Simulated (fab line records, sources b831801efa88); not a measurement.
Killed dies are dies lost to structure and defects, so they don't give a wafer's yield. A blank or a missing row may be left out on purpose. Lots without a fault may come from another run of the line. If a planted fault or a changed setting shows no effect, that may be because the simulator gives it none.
Chamber matching ; flow sky130 ; rie-diel-03 running SKY_VIA1_ETCH_14: 4 sister chambers
The step etches BARC in N2/H2, stops on SiO2, time 45.9 s, target depth 60 nm. 18 wafers are shown with their chamber, then 9 later ones without.

## WAFERS WITH THEIR CHAMBER
wafer;chamber;drypump-motor-current-A (A);n2-flow-sccm (sccm);oes-product-au (a.u.)
L076.2;3;5.52;99.66;0.851
L076.5;2;5.70;99.72;0.865
L076.6;1;6.05;99.72;0.847
L077.1;0;5.36;100.19;0.853
L077.4;2;5.69;100.33;0.852
L077.5;1;6.01;99.50;0.844
L080.2;0;5.35;99.80;0.856
L080.3;1;6.03;99.50;0.851
L080.5;1;6.00;99.60;0.858
L083.1;3;5.53;99.73;0.852
L083.2;2;5.69;100.27;0.855
L083.4;0;5.35;99.44;0.855
L084.3;3;5.53;99.69;0.848
L084.5;0;5.39;99.94;0.847
L084.6;1;5.99;100.04;0.849
L085.1;3;5.52;100.23;0.858
L085.2;2;5.69;100.48;0.850
L085.3;0;5.36;100.24;0.851

SIGNATURES (averages over the wafers above)
reading;chamber 0;chamber 1;chamber 2;chamber 3;scatter within a chamber
drypump-motor-current-A;5.3620;6.0160;5.6925;5.5250;0.016
n2-flow-sccm;99.9220;99.6720;100.2000;99.8275;0.289
oes-product-au;0.85240;0.84980;0.85550;0.85225;0.00498
Rule: a wafer lies at a distance from a chamber equal to the root of the sum of squares, over the readings, of (its reading less the chamber's mean, divided by the reading's scatter). The wafer belongs to the nearest chamber; if the next one is less than 2 further off, it can't be placed. The scatter: take each reading less its chamber's mean, square it, sum over the shown wafers, divide by the number of wafers less the number of chambers, and take the root.

## WAFERS MISSING THEIR CHAMBER
wafer;drypump-motor-current-A (A);n2-flow-sccm (sccm);oes-product-au (a.u.)
L086.3;5.54;100.23;0.851
L086.5;5.34;100.01;0.855
L086.6;5.54;100.06;0.866
L091.1;5.35;99.69;0.859
L091.2;5.70;99.81;0.853
L091.4;6.01;99.90;0.846
L093.3;6.03;100.13;0.860
L093.4;6.00;100.38;0.857
L093.5;5.34;99.97;0.854

## WHICH CHAMBER EACH ONE RAN IN
wafer;from the rows above;in truth
L086.3;3;3
L086.5;0;0
L086.6;3;3
L091.1;0;0
L091.2;2;2
L091.4;1;1
L093.3;1;1
L093.4;1;1
L093.5;0;0
Placed correctly: 9 of 9. Left unplaced by these rows: 0. Placed wrongly: 0.
